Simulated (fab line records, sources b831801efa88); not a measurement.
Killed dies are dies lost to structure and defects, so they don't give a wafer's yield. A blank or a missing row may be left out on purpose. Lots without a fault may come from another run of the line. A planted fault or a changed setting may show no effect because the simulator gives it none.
Tool commonality check | flow sky130 | 11 lots, 33 wafers sampled

WHY IT WAS OPENED
At SKY_CONTACT_RS_MEAS_25 the reading CONTACT_W_RS is flagged on 2 of 11 lots. Wafers without a fault read 0.337 ohm/sq, standard deviation 0.0036.
Rule: a lot is flagged when every wafer of it that has a number lies more than 4 standard deviations from that mean, or none has a number. The other lots count as sound.

lot  | measured     | on            | CONTACT_W_RS (ohm/sq), wafer by wafer | flag
L399 | day 32 07:51 | film_metro-02 | 0.336 0.345 0.341                     |
L401 | day 32 16:22 | film_metro-01 | 0.336 0.330 0.330                     |
L405 | day 33 21:23 | film_metro-04 | 0.332 0.334 0.333                     |
L408 | day 35 09:14 | film_metro-04 | 58.919 58.801 58.035                  | FLAGGED
L409 | day 35 11:14 | film_metro-01 | 58.232 59.501 58.380                  | FLAGGED
L411 | day 35 22:47 | film_metro-02 | 0.335 0.336 0.338                     |
L417 | day 37 15:11 | film_metro-04 | 0.341 0.333 0.342                     |
L418 | day 38 02:35 | film_metro-04 | 0.338 0.340 0.342                     |
L419 | day 38 03:17 | film_metro-01 | 0.337 0.337 0.334                     |
L422 | day 39 07:03 | film_metro-02 | 0.334 0.331 0.333                     |
L421 | day 39 10:15 | film_metro-02 | 0.342 0.335 0.333                     |
The numbers of the flagged lots are 58.645 ohm/sq on average: +58.308 ohm/sq against the usual, or +99 or more standard deviations.

WHICH TOOL RAN EACH LOT
The record holds 2 process steps before the reading, out of a route of 708 steps. In each cell: the tool, then ch and the chambers that the sampled wafers went through, then the start.
lot  | flag    | SKY_LOCAL_INTERCONNECT_ETCH_13    | SKY_CONTACT_CVD_24
L399 |         | rie_metal-01 ch 0,1, day 31 01:08 | cvd_w-01 ch 0,1, day 32 07:44
L401 |         | rie_metal-02 ch 0,1, day 31 09:50 | cvd_w-02 ch 0,1, day 32 16:16
L405 |         | rie_metal-01 ch 0,1, day 32 15:47 | cvd_w-01 ch 0,1, day 33 21:16
L408 | FLAGGED | rie_metal-03 ch 0, day 34 04:14   | cvd_w-01 ch 0,1, day 35 09:07
L409 | FLAGGED | rie_metal-03 ch 0, day 34 05:25   | cvd_w-01 ch 0,1, day 35 11:07
L411 |         | rie_metal-01 ch 0,1, day 34 18:17 | cvd_w-02 ch 0,1, day 35 22:40
L417 |         | rie_metal-03 ch 0,1, day 36 10:58 | cvd_w-01 ch 0,1, day 37 15:05
L418 |         | rie_metal-03 ch 0,1, day 36 22:07 | cvd_w-01 ch 0,1, day 38 02:28
L419 |         | rie_metal-02 ch 0,1, day 36 22:48 | cvd_w-02 ch 0,1, day 38 03:09
L422 |         | rie_metal-03 ch 0,1, day 38 03:26 | cvd_w-02 ch 0,1, day 39 06:56
L421 |         | rie_metal-03 ch 0,1, day 38 06:22 | cvd_w-02 ch 0,1, day 39 10:07
What these steps do:
- SKY_LOCAL_INTERCONNECT_ETCH_13: etches BARC in N2/H2, stops on SiO2, time 45.9 s, target depth 60 nm.
- SKY_CONTACT_CVD_24: deposits W, target thk 340 nm, time 102.12 s.
- SKY_CONTACT_RS_MEAS_25: measures by four-point-probe.

FLAGGED OVER TOTAL, TOOL BY TOOL (the gauges that took the reading come last)
step                           | tool          | lots run | flagged | share of the flagged lots | sound lots run after its first flagged lot
SKY_LOCAL_INTERCONNECT_ETCH_13 | rie_metal-01  | 3        | 0       | none                      | -
SKY_LOCAL_INTERCONNECT_ETCH_13 | rie_metal-02  | 2        | 0       | none                      | -
SKY_LOCAL_INTERCONNECT_ETCH_13 | rie_metal-03  | 6        | 2       | all                       | 4 (L417,L418,L422,L421)
SKY_CONTACT_CVD_24             | cvd_w-01      | 6        | 2       | all                       | 2 (L417,L418)
SKY_CONTACT_CVD_24             | cvd_w-02      | 5        | 0       | none                      | -
SKY_CONTACT_RS_MEAS_25         | film_metro-01 | 3        | 1       | some                      | 1 (L419)
SKY_CONTACT_RS_MEAS_25         | film_metro-02 | 4        | 0       | none                      | -
SKY_CONTACT_RS_MEAS_25         | film_metro-04 | 4        | 1       | some                      | 2 (L417,L418)

WHAT THE TABLE ALLOWS
2 rows of the table ran every flagged lot: rie_metal-03 at SKY_LOCAL_INTERCONNECT_ETCH_13, cvd_w-01 at SKY_CONTACT_CVD_24.
- rie_metal-03 at SKY_LOCAL_INTERCONNECT_ETCH_13: 2 of its 6 lots flagged. Sound lots ran on it after the first flagged one (L417, L418, L422, L421), which a lasting fault on the whole tool wouldn't allow.
- cvd_w-01 at SKY_CONTACT_CVD_24: 2 of its 6 lots flagged. Sound lots ran on it after the first flagged one (L417, L418), which a lasting fault on the whole tool wouldn't allow. On the flagged lots its readings are blank where sound lots have values: chamber_pressure_Torr, heater_power_outer_w, heater_power_w.
No row of the table ran every flagged lot and no sound lot after the first.

WHAT THE SIMULATOR HAD PUT IN
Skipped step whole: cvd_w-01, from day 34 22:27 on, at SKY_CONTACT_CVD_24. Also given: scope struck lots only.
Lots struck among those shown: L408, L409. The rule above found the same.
